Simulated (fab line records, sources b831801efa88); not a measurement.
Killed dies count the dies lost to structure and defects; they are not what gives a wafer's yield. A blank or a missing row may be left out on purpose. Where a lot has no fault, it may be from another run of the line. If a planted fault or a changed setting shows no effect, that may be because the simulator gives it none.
Which of the tools did it? + flow sky130 + 39 wafers sampled from 13 lots at 1 step of a route of 708

## WHAT THE GAUGES READ, wafer by wafer
SKY_POLY_CUT_OVL_MEAS_09.
| lot  | measured     | on         | POLY_CUT_OVL (nm) |
|------|--------------|------------|-------------------|
| L459 | day 24 02:21 | overlay-02 | -10 -8 -11        |
| L460 | day 25 01:47 | overlay-01 | 4 -5 1            |
| L462 | day 25 10:02 | overlay-02 | 4 -4 7            |
| L463 | day 26 11:27 | overlay-01 | -1 -2 -1          |
| L471 | day 28 23:17 | overlay-02 | -1 0 2            |
| L474 | day 29 10:05 | overlay-02 | 3 -4 -11          |
| L475 | day 30 03:28 | overlay-02 | 1 -4 -4           |
| L476 | day 30 08:29 | overlay-01 | 0 8 12            |
| L477 | day 30 13:43 | overlay-02 | -11 -12 -5        |
| L478 | day 30 19:19 | overlay-02 | -1 0 -4           |
| L480 | day 31 08:14 | overlay-01 | 5 -1 -1           |
| L481 | day 31 16:33 | overlay-02 | 5 0 -2            |
| L482 | day 32 12:37 | overlay-01 | -5 -7 -3          |

## WHAT TOOL EACH LOT RAN ON (gives the tool, then ch and the chambers of the sampled wafers, and finally the start)
There is no process step in the record ahead of these readings.

## WHAT THE TOOLS THEMSELVES READ (means of the sampled wafers that have a number; where no wafer has one, the mark that the record gives instead)
The record holds no such reading with a usual standard deviation.

## THE ANSWER, worked out from the rows above alone
Rule: usual is defined by the lots themselves. Put in order of their means at a reading, lots are off if they are a third of the lots or fewer, leave a main group of 4 or more, and stand apart from it by a gap of 3 or more times the standard deviation of the main group's means; of several such gaps the widest counts. If all means in a main group match to the digits the tables above print for the reading, that group is not used. Also off: a lot with no number at a reading for which 4 or more lots have one. Any other lot the step has rows for is counted as sound. Order of review: gauges by route order, followed by the tools' own readings, for which a lot's mean as printed above is used. At the first step where some lot is off, the reading lying furthest off is the one used; lots without a number count as furthest.
No lot is off at any reading shown: from this, nothing can be told.

## WHAT THE SIMULATOR HAD PUT IN
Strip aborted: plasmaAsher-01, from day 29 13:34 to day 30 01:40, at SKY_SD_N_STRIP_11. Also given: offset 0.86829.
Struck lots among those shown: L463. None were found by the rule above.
